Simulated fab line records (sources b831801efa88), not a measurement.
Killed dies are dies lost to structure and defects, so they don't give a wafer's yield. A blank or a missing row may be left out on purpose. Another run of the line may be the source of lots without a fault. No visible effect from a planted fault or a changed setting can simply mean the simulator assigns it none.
What tool caused it? :: flow sky130 :: Sampling: 24 lots, 72 wafers, 6 of 708 route steps

## WHAT THE GAUGES SHOWED, per wafer
SKY_METAL3_CD_MEAS_13: target cd 300 nm.
lot: L074
measured: day 39 12:08
on: cd sem-02
cd nm (nm): 298.0 298.6 299.4

lot: L075
measured: day 39 19:23
on: cd sem-02
cd nm (nm): 301.1 297.9 299.2

lot: L076
measured: day 40 03:54
on: cd sem-01
cd nm (nm): 299.9 300.6 300.1

lot: L077
measured: day 40 10:44
on: cd sem-02
cd nm (nm): 300.1 299.9 299.6

lot: L078
measured: day 40 21:19
on: cd sem-01
cd nm (nm): 299.3 299.7 300.9

lot: L079
measured: day 41 00:04
on: cd sem-02
cd nm (nm): 303.1 302.1 300.6

lot: L080
measured: day 41 04:53
on: cd sem-01
cd nm (nm): 298.5 298.3 297.0

lot: L081
measured: day 41 15:59
on: cd sem-01
cd nm (nm): 301.6 301.3 301.8

lot: L082
measured: day 41 23:18
on: cd sem-01
cd nm (nm): 299.4 300.4 299.1

lot: L083
measured: day 42 03:31
on: cd sem-01
cd nm (nm): 299.3 299.4 299.2

lot: L084
measured: day 42 09:26
on: cd sem-01
cd nm (nm): 298.8 299.5 299.6

lot: L085
measured: day 42 21:53
on: cd sem-01
cd nm (nm): 301.7 300.6 300.3

lot: L086
measured: day 43 00:11
on: cd sem-01
cd nm (nm): 298.9 300.3 299.1

lot: L087
measured: day 43 09:59
on: cd sem-01
cd nm (nm): 296.5 296.6 295.9

lot: L088
measured: day 43 12:06
on: cd sem-01
cd nm (nm): 295.9 296.2 296.7

lot: L089
measured: day 43 19:24
on: cd sem-01
cd nm (nm): 299.0 298.9 299.5

lot: L090
measured: day 43 21:43
on: cd sem-01
cd nm (nm): 300.3 301.6 301.6

lot: L091
measured: day 44 06:41
on: cd sem-01
cd nm (nm): 302.3 302.0 302.3

lot: L092
measured: day 44 19:34
on: cd sem-01
cd nm (nm): 300.8 300.0 300.6

lot: L093
measured: day 44 21:31
on: cd sem-01
cd nm (nm): 300.5 301.3 301.2

lot: L094
measured: day 45 00:37
on: cd sem-01
cd nm (nm): 303.6 303.7 303.6

lot: L095
measured: day 45 05:23
on: cd sem-01
cd nm (nm): 299.2 299.1 297.6

lot: L096
measured: day 45 14:37
on: cd sem-01
cd nm (nm): 300.9 300.7 301.1

lot: L097
measured: day 45 21:14
on: cd sem-01
cd nm (nm): 299.7 299.2 299.5

SKY_CAP2M_THK_MEAS_01.
lot: L074
measured: day 40 17:15
on: film metro-03
CAP2M_CVD_00_THK (nm): 15.38 15.32 15.80

lot: L075
measured: day 40 23:37
on: film metro-02
CAP2M_CVD_00_THK (nm): 15.06 15.35 15.67

lot: L076
measured: day 41 08:01
on: film metro-02
CAP2M_CVD_00_THK (nm): 15.22 15.49 15.90

lot: L077
measured: day 41 14:47
on: film metro-01
CAP2M_CVD_00_THK (nm): 15.40 15.62 15.75

lot: L078
measured: day 42 01:32
on: film metro-02
CAP2M_CVD_00_THK (nm): 15.26 15.57 15.64

lot: L079
measured: day 42 03:26
on: film metro-02
CAP2M_CVD_00_THK (nm): 15.37 15.39 15.73

lot: L080
measured: day 42 08:44
on: film metro-01
CAP2M_CVD_00_THK (nm): 15.62 15.37 15.18

lot: L081
measured: day 42 20:19
on: film metro-03
CAP2M_CVD_00_THK (nm): 15.07 15.19 15.02

lot: L082
measured: day 43 02:47
on: film metro-03
CAP2M_CVD_00_THK (nm): 15.39 15.41 15.16

lot: L083
measured: day 43 07:34
on: film metro-02
CAP2M_CVD_00_THK (nm): 15.29 15.50 15.58

lot: L084
measured: day 43 13:09
on: film metro-01
CAP2M_CVD_00_THK (nm): 15.23 15.50 15.35

lot: L085
measured: day 44 00:24
on: film metro-03
CAP2M_CVD_00_THK (nm): 15.25 15.29 15.49

lot: L086
measured: day 44 02:14
on: film metro-02
CAP2M_CVD_00_THK (nm): 15.59 15.47 15.81

lot: L087
measured: day 44 12:01
on: film metro-02
CAP2M_CVD_00_THK (nm): 15.32 15.17 15.50

lot: L088
measured: day 44 13:55
on: film metro-01
CAP2M_CVD_00_THK (nm): 15.25 15.55 15.63

lot: L089
measured: day 44 22:16
on: film metro-03
CAP2M_CVD_00_THK (nm): 15.42 15.46 15.54

lot: L090
measured: day 45 00:31
on: film metro-02
CAP2M_CVD_00_THK (nm): 15.27 15.86 15.63

lot: L091
measured: day 45 09:49
on: film metro-03
CAP2M_CVD_00_THK (nm): 15.53 15.39 15.59

lot: L092
measured: day 45 19:59
on: film metro-02
CAP2M_CVD_00_THK (nm): 15.41 15.61 15.84

lot: L093
measured: day 45 22:28
on: film metro-01
CAP2M_CVD_00_THK (nm): 15.18 15.12 15.17

lot: L094
measured: day 46 01:36
on: film metro-02
CAP2M_CVD_00_THK (nm): 15.29 15.67 15.29

lot: L095
measured: day 46 07:04
on: film metro-02
CAP2M_CVD_00_THK (nm): 15.13 15.21 15.42

lot: L096
measured: day 46 15:27
on: film metro-02
CAP2M_CVD_00_THK (nm): 15.29 15.21 15.67

lot: L097
measured: day 46 22:51
on: film metro-02
CAP2M_CVD_00_THK (nm): 15.37 15.67 15.55

SKY_CAP2M_RS_MEAS_03: measures by four-point-probe.
lot: L074
measured: day 40 17:26
on: film metro-03
CAP2M_TIN_RS (ohm/sq): 6.98 6.89 7.00

lot: L075
measured: day 40 23:48
on: film metro-01
CAP2M_TIN_RS (ohm/sq): 7.07 6.94 6.94

lot: L076
measured: day 41 08:12
on: film metro-02
CAP2M_TIN_RS (ohm/sq): 7.03 6.94 6.93

lot: L077
measured: day 41 14:58
on: film metro-02
CAP2M_TIN_RS (ohm/sq): 6.88 6.88 6.90

lot: L078
measured: day 42 01:43
on: film metro-03
CAP2M_TIN_RS (ohm/sq): 7.11 7.06 7.10

lot: L079
measured: day 42 03:37
on: film metro-01
CAP2M_TIN_RS (ohm/sq): 6.99 6.96 6.92

lot: L080
measured: day 42 08:56
on: film metro-03
CAP2M_TIN_RS (ohm/sq): 7.20 7.04 7.03

lot: L081
measured: day 42 20:29
on: film metro-02
CAP2M_TIN_RS (ohm/sq): 6.75 6.91 6.93

lot: L082
measured: day 43 02:58
on: film metro-01
CAP2M_TIN_RS (ohm/sq): 7.06 7.06 6.93

lot: L083
measured: day 43 07:43
on: film metro-01
CAP2M_TIN_RS (ohm/sq): 6.87 6.91 7.06

lot: L084
measured: day 43 13:20
on: film metro-03
CAP2M_TIN_RS (ohm/sq): 7.14 6.96 6.90

lot: L085
measured: day 44 00:34
on: film metro-01
CAP2M_TIN_RS (ohm/sq): 6.87 6.93 6.91

lot: L086
measured: day 44 02:25
on: film metro-03
CAP2M_TIN_RS (ohm/sq): 6.88 6.85 6.89

lot: L087
measured: day 44 12:11
on: film metro-03
CAP2M_TIN_RS (ohm/sq): 6.90 6.95 7.04

lot: L088
measured: day 44 14:05
on: film metro-03
CAP2M_TIN_RS (ohm/sq): 6.83 6.83 6.86

lot: L089
measured: day 44 22:27
on: film metro-01
CAP2M_TIN_RS (ohm/sq): 7.18 7.15 7.19

lot: L090
measured: day 45 00:41
on: film metro-03
CAP2M_TIN_RS (ohm/sq): 6.81 6.76 6.87

lot: L091
measured: day 45 09:59
on: film metro-01
CAP2M_TIN_RS (ohm/sq): 7.03 6.91 7.00

lot: L092
measured: day 45 20:10
on: film metro-01
CAP2M_TIN_RS (ohm/sq): 6.79 6.80 6.74

lot: L093
measured: day 45 22:39
on: film metro-02
CAP2M_TIN_RS (ohm/sq): 6.95 6.83 6.96

lot: L094
measured: day 46 01:46
on: film metro-02
CAP2M_TIN_RS (ohm/sq): 6.93 6.84 6.88

lot: L095
measured: day 46 07:14
on: film metro-01
CAP2M_TIN_RS (ohm/sq): 6.84 6.87 6.90

lot: L096
measured: day 46 15:37
on: film metro-01
CAP2M_TIN_RS (ohm/sq): 7.07 7.02 7.06

lot: L097
measured: day 46 23:03
on: film metro-02
CAP2M_TIN_RS (ohm/sq): 6.81 6.84 6.85

## EACH LOT AND THE TOOL THAT RAN IT (in order: tool; ch and the chambers of the sampled wafers; start)
lot: L074
SKY_VIA2_SPUTTER_20: pvd sputter-01, day 37 05:56
SKY_CAPM_SPUTTER_02: pvd sputter-04, day 37 06:51
SKY_VIA3_ETCH_14: rie diel-02 ch 0,1,2, day 40 15:07

lot: L075
SKY_VIA2_SPUTTER_20: pvd sputter-04, day 37 13:29
SKY_CAPM_SPUTTER_02: pvd sputter-01, day 37 14:24
SKY_VIA3_ETCH_14: rie diel-04 ch 0,1, day 40 21:58

lot: L076
SKY_VIA2_SPUTTER_20: pvd sputter-01, day 37 23:20
SKY_CAPM_SPUTTER_02: pvd sputter-04, day 38 00:16
SKY_VIA3_ETCH_14: rie diel-04 ch 1,2,3, day 41 06:25

lot: L077
SKY_VIA2_SPUTTER_20: pvd sputter-01, day 38 06:58
SKY_CAPM_SPUTTER_02: pvd sputter-01, day 38 08:00
SKY_VIA3_ETCH_14: rie diel-02 ch 0,1,2, day 41 13:09

lot: L078
SKY_VIA2_SPUTTER_20: pvd sputter-04, day 38 16:52
SKY_CAPM_SPUTTER_02: pvd sputter-01, day 38 17:46
SKY_VIA3_ETCH_14: rie diel-04 ch 0,2,3, day 41 23:43

lot: L079
SKY_VIA2_SPUTTER_20: pvd sputter-03, day 38 20:19
SKY_CAPM_SPUTTER_02: pvd sputter-01, day 38 21:19
SKY_VIA3_ETCH_14: rie diel-01 ch 0,1,3, day 42 01:54

lot: L080
SKY_VIA2_SPUTTER_20: pvd sputter-01, day 39 02:17
SKY_CAPM_SPUTTER_02: pvd sputter-01, day 39 03:12
SKY_VIA3_ETCH_14: rie diel-04 ch 2,3, day 42 07:00

lot: L081
SKY_VIA2_SPUTTER_20: pvd sputter-04, day 39 12:40
SKY_CAPM_SPUTTER_02: pvd sputter-01, day 39 13:34
SKY_VIA3_ETCH_14: rie diel-02 ch 1,2, day 42 18:46

lot: L082
SKY_VIA2_SPUTTER_20: pvd sputter-04, day 39 20:37
SKY_CAPM_SPUTTER_02: pvd sputter-01, day 39 21:31
SKY_VIA3_ETCH_14: rie diel-02 ch 1,2, day 43 01:13

lot: L083
SKY_VIA2_SPUTTER_20: pvd sputter-04, day 40 00:23
SKY_CAPM_SPUTTER_02: pvd sputter-02, day 40 01:18
SKY_VIA3_ETCH_14: rie diel-01 ch 0,2, day 43 06:01

lot: L084
SKY_VIA2_SPUTTER_20: pvd sputter-01, day 40 06:34
SKY_CAPM_SPUTTER_02: pvd sputter-02, day 40 07:28
SKY_VIA3_ETCH_14: rie diel-04 ch 1,2, day 43 11:34

lot: L085
SKY_VIA2_SPUTTER_20: pvd sputter-04, day 40 18:54
SKY_CAPM_SPUTTER_02: pvd sputter-01, day 40 19:49
SKY_VIA3_ETCH_14: rie diel-01 ch 1,3, day 43 22:49

lot: L086
SKY_VIA2_SPUTTER_20: pvd sputter-04, day 40 21:53
SKY_CAPM_SPUTTER_02: pvd sputter-04, day 40 22:48
SKY_VIA3_ETCH_14: rie diel-04 ch 1,2,3, day 44 00:39

lot: L087
SKY_VIA2_SPUTTER_20: pvd sputter-04, day 41 08:56
SKY_CAPM_SPUTTER_02: pvd sputter-02, day 41 09:50
SKY_VIA3_ETCH_14: rie diel-04 ch 0,2, day 44 10:28

lot: L088
SKY_VIA2_SPUTTER_20: pvd sputter-04, day 41 11:22
SKY_CAPM_SPUTTER_02: pvd sputter-04, day 41 12:16
SKY_VIA3_ETCH_14: rie diel-02 ch 0,2, day 44 12:22

lot: L089
SKY_VIA2_SPUTTER_20: pvd sputter-01, day 41 19:04
SKY_CAPM_SPUTTER_02: pvd sputter-04, day 41 20:00
SKY_VIA3_ETCH_14: rie diel-04 ch 1,3, day 44 20:43

lot: L090
SKY_VIA2_SPUTTER_20: pvd sputter-03, day 41 20:35
SKY_CAPM_SPUTTER_02: pvd sputter-01, day 41 21:31
SKY_VIA3_ETCH_14: rie diel-02 ch 0,1, day 44 22:51

lot: L091
SKY_VIA2_SPUTTER_20: pvd sputter-03, day 42 07:16
SKY_CAPM_SPUTTER_02: pvd sputter-02, day 42 08:11
SKY_VIA3_ETCH_14: rie diel-04 ch 1,2,3, day 45 07:04

lot: L092
SKY_VIA2_SPUTTER_20: pvd sputter-01, day 42 20:20
SKY_CAPM_SPUTTER_02: pvd sputter-01, day 42 21:15
SKY_VIA3_ETCH_14: rie diel-01 ch 0,1, day 45 18:25

lot: L093
SKY_VIA2_SPUTTER_20: pvd sputter-03, day 42 21:39
SKY_CAPM_SPUTTER_02: pvd sputter-01, day 42 22:34
SKY_VIA3_ETCH_14: rie diel-04 ch 0,2,3, day 45 20:52

lot: L094
SKY_VIA2_SPUTTER_20: pvd sputter-01, day 43 00:43
SKY_CAPM_SPUTTER_02: pvd sputter-01, day 43 01:38
SKY_VIA3_ETCH_14: rie diel-02 ch 1,2, day 46 00:00

lot: L095
SKY_VIA2_SPUTTER_20: pvd sputter-04, day 43 06:54
SKY_CAPM_SPUTTER_02: pvd sputter-01, day 43 07:49
SKY_VIA3_ETCH_14: rie diel-02 ch 0,1, day 46 05:31

lot: L096
SKY_VIA2_SPUTTER_20: pvd sputter-01, day 43 15:56
SKY_CAPM_SPUTTER_02: pvd sputter-02, day 43 16:51
SKY_VIA3_ETCH_14: rie diel-01 ch 0,1, day 46 13:55

lot: L097
SKY_VIA2_SPUTTER_20: pvd sputter-03, day 43 23:50
SKY_CAPM_SPUTTER_02: pvd sputter-02, day 44 00:44
SKY_VIA3_ETCH_14: rie diel-02 ch 0,2,3, day 46 21:17
- SKY_VIA2_SPUTTER_20: material TiN, target thk 20 nm, time 80 s.
- SKY_CAPM_SPUTTER_02: material TiN, target thk 200 nm, time 166.7 s.
- SKY_VIA3_ETCH_14: etches BARC in N2/H2, stops on SiO2, time 45.9 s, target depth 60 nm.

## AS READ BY THE TOOLS THEMSELVES (means over the sampled wafers that have a number; for cases with no such wafer, the mark the record gives instead)
SKY_VIA2_SPUTTER_20.
lot: L074
tool: pvd sputter-01
throttle valve pct (%): 29.8

lot: L075
tool: pvd sputter-04
throttle valve pct (%): 31.0

lot: L076
tool: pvd sputter-01
throttle valve pct (%): 29.8

lot: L077
tool: pvd sputter-01
throttle valve pct (%): 30.3

lot: L078
tool: pvd sputter-04
throttle valve pct (%): 30.8

lot: L079
tool: pvd sputter-03
throttle valve pct (%): 29.2

lot: L080
tool: pvd sputter-01
throttle valve pct (%): 30.0

lot: L081
tool: pvd sputter-04
throttle valve pct (%): 30.7

lot: L082
tool: pvd sputter-04
throttle valve pct (%): 30.9

lot: L083
tool: pvd sputter-04
throttle valve pct (%): 29.9

lot: L084
tool: pvd sputter-01
throttle valve pct (%): 30.3

lot: L085
tool: pvd sputter-04
throttle valve pct (%): 30.3

lot: L086
tool: pvd sputter-04
throttle valve pct (%): 30.2

lot: L087
tool: pvd sputter-04
throttle valve pct (%): 30.4

lot: L088
tool: pvd sputter-04
throttle valve pct (%): 30.6

lot: L089
tool: pvd sputter-01
throttle valve pct (%): 29.9

lot: L090
tool: pvd sputter-03
throttle valve pct (%): 27.9

lot: L091
tool: pvd sputter-03
throttle valve pct (%): 28.5

lot: L092
tool: pvd sputter-01
throttle valve pct (%): 30.5

lot: L093
tool: pvd sputter-03
throttle valve pct (%): 28.6

lot: L094
tool: pvd sputter-01
throttle valve pct (%): 29.9

lot: L095
tool: pvd sputter-04
throttle valve pct (%): 30.6

lot: L096
tool: pvd sputter-01
throttle valve pct (%): 29.9

lot: L097
tool: pvd sputter-03
throttle valve pct (%): 29.1

SKY_CAPM_SPUTTER_02.
lot: L074
tool: pvd sputter-04
throttle valve pct (%): 30.4

lot: L075
tool: pvd sputter-01
throttle valve pct (%): 30.3

lot: L076
tool: pvd sputter-04
throttle valve pct (%): 31.0

lot: L077
tool: pvd sputter-01
throttle valve pct (%): 30.3

lot: L078
tool: pvd sputter-01
throttle valve pct (%): 30.2

lot: L079
tool: pvd sputter-01
throttle valve pct (%): 29.6

lot: L080
tool: pvd sputter-01
throttle valve pct (%): 30.3

lot: L081
tool: pvd sputter-01
throttle valve pct (%): 30.5

lot: L082
tool: pvd sputter-01
throttle valve pct (%): 29.8

lot: L083
tool: pvd sputter-02
throttle valve pct (%): 30.8

lot: L084
tool: pvd sputter-02
throttle valve pct (%): 30.8

lot: L085
tool: pvd sputter-01
throttle valve pct (%): 30.6

lot: L086
tool: pvd sputter-04
throttle valve pct (%): 30.2

lot: L087
tool: pvd sputter-02
throttle valve pct (%): 30.5

lot: L088
tool: pvd sputter-04
throttle valve pct (%): 31.2

lot: L089
tool: pvd sputter-04
throttle valve pct (%): 30.3

lot: L090
tool: pvd sputter-01
throttle valve pct (%): 30.0

lot: L091
tool: pvd sputter-02
throttle valve pct (%): 29.8

lot: L092
tool: pvd sputter-01
throttle valve pct (%): 30.3

lot: L093
tool: pvd sputter-01
throttle valve pct (%): 30.5

lot: L094
tool: pvd sputter-01
throttle valve pct (%): 30.0

lot: L095
tool: pvd sputter-01
throttle valve pct (%): 30.1

lot: L096
tool: pvd sputter-02
throttle valve pct (%): 30.8

lot: L097
tool: pvd sputter-02
throttle valve pct (%): 31.6

SKY_VIA3_ETCH_14.
lot: L074
tool: rie diel-02
chamber pressure mTorr (mTorr): 29.975
drypump motor current A (A): 5.4
oes product au (a.u.): 0.853
throttle valve pct (%): 13.220

lot: L075
tool: rie diel-04
chamber pressure mTorr (mTorr): 29.992
drypump motor current A (A): 6.0
oes product au (a.u.): 0.854
throttle valve pct (%): 13.222

lot: L076
tool: rie diel-04
chamber pressure mTorr (mTorr): 30.007
drypump motor current A (A): 6.0
oes product au (a.u.): 0.854
throttle valve pct (%): 13.222

lot: L077
tool: rie diel-02
chamber pressure mTorr (mTorr): 30.013
drypump motor current A (A): 5.4
oes product au (a.u.): 0.853
throttle valve pct (%): 13.223

lot: L078
tool: rie diel-04
chamber pressure mTorr (mTorr): 30.000
drypump motor current A (A): 5.6
oes product au (a.u.): 0.853
throttle valve pct (%): 13.221

lot: L079
tool: rie diel-01
chamber pressure mTorr (mTorr): 29.977
drypump motor current A (A): 5.8
oes product au (a.u.): 0.848
throttle valve pct (%): 13.222

lot: L080
tool: rie diel-04
chamber pressure mTorr (mTorr): 29.987
drypump motor current A (A): 5.9
oes product au (a.u.): 0.851
throttle valve pct (%): 13.230

lot: L081
tool: rie diel-02
chamber pressure mTorr (mTorr): 29.986
drypump motor current A (A): 5.4
oes product au (a.u.): 0.852
throttle valve pct (%): 13.229

lot: L082
tool: rie diel-02
chamber pressure mTorr (mTorr): 29.993
drypump motor current A (A): 5.3
oes product au (a.u.): 0.856
throttle valve pct (%): 13.232

lot: L083
tool: rie diel-01
chamber pressure mTorr (mTorr): 30.022
drypump motor current A (A): 6.4
oes product au (a.u.): 0.859
throttle valve pct (%): 13.223

lot: L084
tool: rie diel-04
chamber pressure mTorr (mTorr): 29.999
drypump motor current A (A): 5.9
oes product au (a.u.): 0.853
throttle valve pct (%): 13.223

lot: L085
tool: rie diel-01
chamber pressure mTorr (mTorr): 29.973
drypump motor current A (A): 5.8
oes product au (a.u.): 0.855
throttle valve pct (%): 13.220

lot: L086
tool: rie diel-04
chamber pressure mTorr (mTorr): 30.013
drypump motor current A (A): 6.0
oes product au (a.u.): 0.853
throttle valve pct (%): 13.231

lot: L087
tool: rie diel-04
chamber pressure mTorr (mTorr): 30.004
drypump motor current A (A): 5.4
oes product au (a.u.): 0.856
throttle valve pct (%): 13.224

lot: L088
tool: rie diel-02
chamber pressure mTorr (mTorr): 29.989
drypump motor current A (A): 5.6
oes product au (a.u.): 0.854
throttle valve pct (%): 13.222

lot: L089
tool: rie diel-04
chamber pressure mTorr (mTorr): 30.014
drypump motor current A (A): 6.1
oes product au (a.u.): 0.857
throttle valve pct (%): 13.224

lot: L090
tool: rie diel-02
chamber pressure mTorr (mTorr): 30.020
drypump motor current A (A): 5.3
oes product au (a.u.): 0.854
throttle valve pct (%): 13.224

lot: L091
tool: rie diel-04
chamber pressure mTorr (mTorr): 30.003
drypump motor current A (A): 6.0
oes product au (a.u.): 0.855
throttle valve pct (%): 13.223

lot: L092
tool: rie diel-01
chamber pressure mTorr (mTorr): 29.977
drypump motor current A (A): 5.8
oes product au (a.u.): 0.855
throttle valve pct (%): 13.223

lot: L093
tool: rie diel-04
chamber pressure mTorr (mTorr): 30.019
drypump motor current A (A): 5.6
oes product au (a.u.): 0.857
throttle valve pct (%): 13.221

lot: L094
tool: rie diel-02
chamber pressure mTorr (mTorr): 30.002
drypump motor current A (A): 5.4
oes product au (a.u.): 0.858
throttle valve pct (%): 13.220

lot: L095
tool: rie diel-02
chamber pressure mTorr (mTorr): 29.999
drypump motor current A (A): 5.3
oes product au (a.u.): 0.852
throttle valve pct (%): 13.227

lot: L096
tool: rie diel-01
chamber pressure mTorr (mTorr): 29.994
drypump motor current A (A): 5.8
oes product au (a.u.): 0.851
throttle valve pct (%): 13.223

lot: L097
tool: rie diel-02
chamber pressure mTorr (mTorr): 30.004
drypump motor current A (A): 5.5
oes product au (a.u.): 0.851
throttle valve pct (%): 13.223

## THE ANSWER, worked out from the rows above alone
Rule: usual is defined by the lots themselves. The widest of any qualifying gaps counts: lots, ordered by their means at a reading, are off when they make up no more than a third of the lots, leave a main group of 4 or more, and stand apart from it by 3 or more times the standard deviation of that group's means. A main group is skipped when, at the precision printed for the reading in the tables above, its means are all equal. Also off: a lot with no number at a reading for which 4 or more lots have one. Any other lot the step has rows for is counted as sound. The gauges are gone through in route order, then the tools' own readings, and for those a lot's mean is taken as printed above. At the first step where some lot is off, the reading lying furthest off is the one used; lots without a number count as furthest.
No lot is off on any of the readings shown, so nothing can be concluded from this.

## WHAT HAD BEEN PUT IN BY THE SIMULATOR
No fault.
